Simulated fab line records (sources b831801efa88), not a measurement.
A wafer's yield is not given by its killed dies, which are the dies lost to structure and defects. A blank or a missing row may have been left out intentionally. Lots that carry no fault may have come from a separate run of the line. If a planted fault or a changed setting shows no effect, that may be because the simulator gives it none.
Comparing a struck lot with a sound one | flow sky130 | 14 out of 708 route steps
Sound: the wafers L986.3, L986.4, L986.5. The struck wafers were L993.1, L993.2, L993.3. The cause is named last.
Each step with rows lists, per side, the tool, then ch with its chambers, then its first start. Under that, the readings that differ: sound wafers | struck wafers | difference of the means | sigmas: that difference in standard deviations of wafers without a fault.
alike: readings whose means differ by less than 2 such deviations, and words and numbers that are the same on both sides. not compared: withheld readings, readings that some wafer has no value for, bounds like >300 that may hide the same value, and numbers for which the record gives no deviation and whose values overlap.
The two part at a step that has a row with sigmas, a row that says differs or no value, or rows on one side only. Non-overlapping numbers with no deviation appear without sigmas and do not part them. A reading missing from all wafers of one side parts the sides only when that side holds two or more wafers.

SKY_SONOS_ONO_OVL_MEAS_14:
  struck on overlay-02, day 16 20:01; sound on overlay-01, day 14 09:45
  alike: SONOS_ONO_OVL
SKY_SONOS_ONO_ETCH_15: etches the open film in CHF3/O2, target depth 19.52 nm, time 7.8 s.
  sound on rie_diel-03 ch 1,2, day 14 09:46; struck on rie_diel-03 ch 0,1,3, day 16 20:02
  alike: chamber_pressure_mTorr, chf3_flow_sccm, drypump_motor_current_A, oes_product_au, rf_fwd_power_W, throttle_valve_pct
  not compared: rf_hours_counter_h
then, 1 step without rows for these wafers: SKY_SONOS_ONO_WET_ETCH_16 (etches SiO2 in dHF, target depth 14 nm, time 280 s).
SKY_SONOS_ONO_STRIP_17: strips in O2/N2.
  sound on plasma_asher-01 ch 0,1, day 14 09:55; struck on plasma_asher-04 ch 0,1, day 16 20:09
  alike: chamber_pressure_mTorr, drypump_motor_current_A, oes_product_au, strip_time_to_endpoint_s
  not compared: rf_hours_counter_h
then, 3 steps without rows for these wafers: SKY_SONOS_ONO_WET_ETCH_18 (etches Si3N4 in H3PO4, target depth 15 nm, time 172 s); SKY_GATE_OXIDE_CLEAN_00 (cleans in SC1/SC2, time 150 s); SKY_GATE_OXIDE_OXIDATION_01 (stabilise 600 s, purge 300 s, target thk 10.268 nm).
SKY_GATE_OXIDE_THK_MEAS_02:
  struck on film_metro-01, day 17 01:32; sound on film_metro-04, day 14 12:08
  alike: GATE_OXIDE_OXIDATION_00_THK
then, 4 steps without rows for these wafers: SKY_GATE_OXIDE_DEHYDRATE_03 (time 60 s); SKY_GATE_OXIDE_HMDS_04 (prime time 60 s); SKY_GATE_OXIDE_COAT_05 (resist thk 1140 nm); SKY_GATE_OXIDE_SOFTBAKE_06 (time 60 s).
SKY_GATE_OXIDE_EXPOSE_07: exposes mask LVOM, target cd 600 nm.
  struck on iline_stepper-02, day 17 15:02; sound on iline_stepper-01 ch 0, day 15 01:43
  no value came back on the struck wafers for exposure_dose_mJ_cm2, focus_offset_nm (nm); on the sound wafers exposure_dose_mJ_cm2 reads 169.96 170.04 169.94
  alike: mask
following that, these wafers have no rows for 1 step: SKY_GATE_OXIDE_PEB_08.

## WHERE THEY PART
Only at SKY_GATE_OXIDE_EXPOSE_07, as far as this record shows.

WHY: the cause the simulator had injected
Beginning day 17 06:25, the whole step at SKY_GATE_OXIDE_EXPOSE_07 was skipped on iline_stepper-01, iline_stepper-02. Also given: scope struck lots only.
